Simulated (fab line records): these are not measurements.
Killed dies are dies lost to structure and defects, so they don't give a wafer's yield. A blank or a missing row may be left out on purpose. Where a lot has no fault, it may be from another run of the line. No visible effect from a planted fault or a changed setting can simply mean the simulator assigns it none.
Which tool is to blame?    flow gf180mcu    13 lots with 39 wafers sampled at 3 steps, on a route of 602 steps

WHAT EACH GAUGE READ, for each wafer
GF_LVPWELL_OVL_MEAS_07.
lot   measured     on          LVPWELL_OVL (nm)
L127  day 3 21:20  overlay-01  -0.9 -2.2 -0.9
L128  day 4 01:26  overlay-01  -0.1 -1.9 -1.3
L130  day 4 16:02  overlay-02  -2.3 -2.8 -1.5
L131  day 4 19:35  overlay-02  -0.9 -1.8 -0.8
L132  day 5 02:53  overlay-01  2.2 0.8 0.7
L138  day 6 12:54  overlay-02  -1.6 -0.6 -1.3
L140  day 6 22:47  overlay-01  -1.5 -1.7 -3.1
L141  day 7 06:11  overlay-01  -1.0 -0.9 -1.4
L143  day 7 14:53  overlay-01  2.0 0.1 0.6
L145  day 8 01:32  overlay-01  0.5 0.2 0.9
L146  day 8 07:38  overlay-02  0.9 0.4 1.0
L147  day 8 14:58  overlay-02  -3.8 -3.6 -2.4
L148  day 8 20:35  overlay-02  -1.2 0.2 -0.7

GF_MVSD_OVL_MEAS_07.
lot   measured     on          MVSD_OVL (nm)
L127  day 4 11:41  overlay-02  0.3 0.9 1.2
L128  day 4 15:25  overlay-02  1.8 1.5 1.7
L130  day 5 06:32  overlay-02  0.6 -0.6 -0.4
L131  day 5 10:16  overlay-01  0.4 0.7 0.5
L132  day 5 17:50  overlay-01  1.9 1.8 0.7
L138  day 7 05:31  overlay-02  0.1 1.9 0.1
L140  day 7 14:59  overlay-02  0.9 1.0 0.5
L141  day 7 22:04  overlay-01  2.7 2.3 1.3
L143  day 8 07:47  overlay-02  0.7 0.7 0.4
L145  day 8 18:19  overlay-02  -2.1 1.3 2.2
L146  day 9 01:17  overlay-02  0.0 0.7 1.4
L147  day 9 08:05  overlay-02  2.9 1.5 0.4
L148  day 9 13:56  overlay-01  1.2 0.7 1.9

WHICH TOOL RAN EACH LOT (tool, then ch and the chambers of the sampled wafers, then the start)
lot   GF_DNWELL_EXPOSE_04
L127  iline_stepper-01 ch 0, day 2 12:22
L128  iline_stepper-01 ch 0, day 2 16:58
L130  iline_stepper-02 ch 0, day 3 07:29
L131  iline_stepper-02 ch 0, day 3 09:14
L132  iline_stepper-01 ch 0, day 3 16:28
L138  iline_stepper-01 ch 0, day 5 00:02
L140  iline_stepper-01 ch 0, day 5 09:17
L141  iline_stepper-02 ch 0, day 5 15:34
L143  iline_stepper-01 ch 0, day 6 00:20
L145  iline_stepper-02 ch 0, day 6 09:56
L146  iline_stepper-01 ch 0, day 6 16:05
L147  iline_stepper-01 ch 0, day 6 21:56
L148  iline_stepper-01 ch 0, day 7 03:23
- GF_DNWELL_EXPOSE_04: exposes mask DNWELL, target cd 1700 nm.

AS READ BY THE TOOLS THEMSELVES (means over the sampled wafers that have a number; for cases with no such wafer, the mark the record gives instead)
GF_DNWELL_EXPOSE_04.
lot   tool              focus_offset_nm (nm)
L127  iline_stepper-01  -0.3
L128  iline_stepper-01  -0.3
L130  iline_stepper-02  0.4
L131  iline_stepper-02  0.0
L132  iline_stepper-01  0.2
L138  iline_stepper-01  0.2
L140  iline_stepper-01  -0.6
L141  iline_stepper-02  0.5
L143  iline_stepper-01  -0.4
L145  iline_stepper-02  0.5
L146  iline_stepper-01  0.4
L147  iline_stepper-01  0.0
L148  iline_stepper-01  -0.7

THE ANSWER, worked out from the rows above alone
Rule: usual is defined by the lots themselves. Put in order of their means at a reading, lots are off if they are a third of the lots or fewer, leave a main group of 4 or more, and stand apart from it by a gap of 3 or more times the standard deviation of the main group's means; of several such gaps the widest counts. Not used: any main group whose means are identical at the precision the tables above print for the reading. A lot without any number at a reading at which 4 lots or more have one is off too. Where the step has rows for the other lots, those lots are counted as sound. Order of review: gauges by route order, followed by the tools' own readings, for which a lot's mean as printed above is used. The first step at which some lot is off is used, and at that step the reading that is off furthest; a lot without a number counts as furthest.
No lot is off at any reading shown: from this, nothing can be told.

WHAT THE SIMULATOR HAD INSERTED
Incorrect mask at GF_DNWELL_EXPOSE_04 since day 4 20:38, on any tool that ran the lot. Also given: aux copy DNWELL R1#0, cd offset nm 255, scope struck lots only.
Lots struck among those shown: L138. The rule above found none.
